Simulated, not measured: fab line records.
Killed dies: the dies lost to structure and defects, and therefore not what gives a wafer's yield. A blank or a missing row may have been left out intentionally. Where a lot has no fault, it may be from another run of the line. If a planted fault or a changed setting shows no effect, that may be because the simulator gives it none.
One fault seen from 2 desks + flow gf180mcu + numbers are kept per desk, each desk with only its own; the story behind them comes last

## AT THE METROLOGY DESK
Lot by lot, what the gauges showed, no matter which tool ran the lot: averages of those sampled wafers that carry a number. A lot is out of limits, marked OUT, if its mean lies more than 4 standard deviations from the usual mean; the brackets give that distance.
Columns: A = INCOMING_BOW at GF_STI_BOW_MEAS_00, usual 0 um; B = STI_OXIDATION_01_THK at GF_STI_THK_MEAS_22, usual 15.0 nm; C = DNWELL_TW at GF_DNWELL_TW_MEAS_09, usual 1353; D = LVPWELL_TW at GF_LVPWELL_TW_MEAS_11, usual 564
| lot  | first seen here | A  | B    | C    | D   |
|------|-----------------|----|------|------|-----|
| L374 | day 1 10:01     | -7 | 14.7 | 1348 | 567 |
| L375 | day 1 15:00     | -1 | 14.6 | 1354 | 566 |
| L377 | day 2 01:00     | 6  | 14.7 | 1369 | 569 |
| L378 | day 2 06:00     | 4  | 14.6 | 1350 | 561 |
| L379 | day 2 11:00     | 0  | 14.8 | 1356 | 562 |
| L381 | day 2 21:00     | 4  | 15.2 | 1355 | 558 |
| L382 | day 3 02:00     | -8 | 15.1 | 1344 | 559 |
| L383 | day 3 07:04     | -5 | 15.1 | 1379 | 554 |
| L384 | day 3 12:01     | 0  | 15.0 | 1360 | 555 |
| L391 | day 4 23:00     | -6 | -    | -    | -   |
| L392 | day 5 04:01     | 0  | -    | -    | -   |
| L394 | day 5 14:00     | -4 | 15.3 | 1352 | 565 |
| L396 | day 6 00:02     | -4 | 15.5 | 1352 | 567 |
| L397 | day 6 05:01     | 2  | 14.8 | 1366 | 570 |
This desk found nothing out of limits on any of the 14 lots.

## THE TOOL OWNER'S DESK: lpcvd-01
The tool's own readings at GF_STI_CVD_03 (deposits Si3N4 from DCS/NH3, target thk 207.16 nm, time 3551 s): means of the sampled wafers that have a number, for each lot that ran on this tool. A lot is out of limits, marked OUT, if its mean lies more than 4 standard deviations from the usual mean; the brackets give that distance.
Columns: A = pressure_mtorr at GF_STI_CVD_03, usual 250.0 mTorr; B = spike_tc_bottom_C at GF_STI_CVD_03, usual 789.3 C
| lot  | first seen here | A     | B     |
|------|-----------------|-------|-------|
| L375 | day 1 16:37     | 250.4 | 789.2 |
| L377 | day 2 02:44     | 250.2 | 790.2 |
| L378 | day 2 07:34     | 250.2 | 790.7 |
| L381 | day 2 23:09     | 249.5 | 786.3 |
| L382 | day 3 05:23     | 250.4 | 790.4 |
| L384 | day 3 13:38     | 250.3 | 789.3 |
| L396 | day 6 03:50     | 249.6 | 790.9 |
This desk found nothing out of limits on any of the 7 lots.

## BROUGHT TOGETHER
At the metrology desk, nothing out of limits was observed.
The tool owner's desk saw nothing out of limits.

## WHAT WAS PUT IN BY THE SIMULATOR
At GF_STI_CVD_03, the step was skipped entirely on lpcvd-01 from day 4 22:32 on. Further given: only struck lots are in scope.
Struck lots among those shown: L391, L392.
